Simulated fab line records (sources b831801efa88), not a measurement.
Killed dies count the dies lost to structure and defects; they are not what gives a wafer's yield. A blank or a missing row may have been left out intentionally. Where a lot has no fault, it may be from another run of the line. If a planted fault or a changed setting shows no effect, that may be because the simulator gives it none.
Problem report in the 8D (eight disciplines) form, filled by code || flow gf180mcu || the parts of the form that need people (team, actions taken, sign-off) are left out

## 1. WHAT IS WRONG
Mean of strip time to endpoint s at GF_VT_IMPLANT_STRIP_20: 12.21 s across 6 wafers in 2 lots; on wafers with no fault it is 12.62 s (standard deviation 0.038). Measured from the usual mean, that is -11 standard deviations.
The step: strips in O2/N2.
Earliest sighting: wafer L945.1 on plasma asher-04 at day 8 13:35. Wafers with a number at this step in the record: 39, from 13 lots. The rule behind "out" and "out of limits": a value lying over 4 standard deviations away from the usual mean. The other wafers with a number count as sound.

## 2. WHAT THIS IS AND IS NOT
{"question": "which readings at this step", "is": "strip time to endpoint s", "is not": "drypump motor current A, heater power w"}
{"question": "which lots", "is": "L945, L947", "is not": "L936, L937, L938, L939, L940, L941, L950, L951, L952, L953, L958"}
{"question": "which wafers of those lots", "is": "all that have a number", "is not": "-"}
{"question": "read on which tools", "is": "plasma asher-04", "is not": "plasma asher-01, plasma asher-03"}
{"question": "when", "is": "from day 8 13:35", "is not": "up to then (18 sound wafers); but 15 sound wafers of L950, L951, L952, L953, L958 came after"}

## 3. WHAT RULES OUT EACH SUSPECT
Counting: a tool at any process step up to the reading remains a suspect when it ran all the lots that are out and ran no sound lot after the first of those.
- litho track-02 at GF_VT_IMPLANT_COAT_13 (resist thk 1000 nm): kept. It processed each lot that is out, first L945 at day 8 05:21, and no sound lot thereafter; up to then, the last sound lot it processed was L939 at day 6 18:30.
- plasma asher-04 at GF_VT_IMPLANT_STRIP_20 (strips in O2/N2): ruled out as a lasting fault. Sound lots L950, L953 ran on it after its first lot that is out, L945 (day 8 13:35).
Remaining after the count: litho track-02 at GF_VT_IMPLANT_COAT_13.

## 4. THE CAUSE (what the simulator had put in)
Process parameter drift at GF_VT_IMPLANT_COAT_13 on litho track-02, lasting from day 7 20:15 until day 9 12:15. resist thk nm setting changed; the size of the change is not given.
Only this tool survived the counting.

## 5. SEQUENCE OF EFFECTS, ordered by route
Rows list readings where the struck wafers' mean (over those with a number) sits beyond 3 standard deviations from the usual. Readings are gone through only where the record gives a usual standard deviation; hours: the median, over the lots, of the time from a lot's start at the first step in this table giving one to that lot's start at this step; sigmas: the change measured in usual standard deviations.
{"hours": 0, "step": "GF_VT_IMPLANT_STRIP_20", "reading": "strip time to endpoint s", "usual": "12.62 s", "on struck wafers": 12.21, "change": -0.41, "sigmas": -11}
Here are the process steps it includes:
- GF_VT_IMPLANT_STRIP_20: strips in O2/N2.
Later steps that measure or inspect, where all struck wafers having a row at the step show a number for every such reading and not one has moved that far: GF_HV_LDD_CD_MEAS_07, GF_HV_LDD_CD_MEAS_31.

## 6. HOW IT WOULD HAVE BEEN CAUGHT EARLIER
In this record no reading fell out of limits until day 8 13:35, 17 hours after the fault had begun at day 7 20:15.
Lots out: 2; of these, L947 started GF_VT_IMPLANT_COAT_13 on litho track-02 after day 8 13:35. Holding the tool at that time would have saved it.
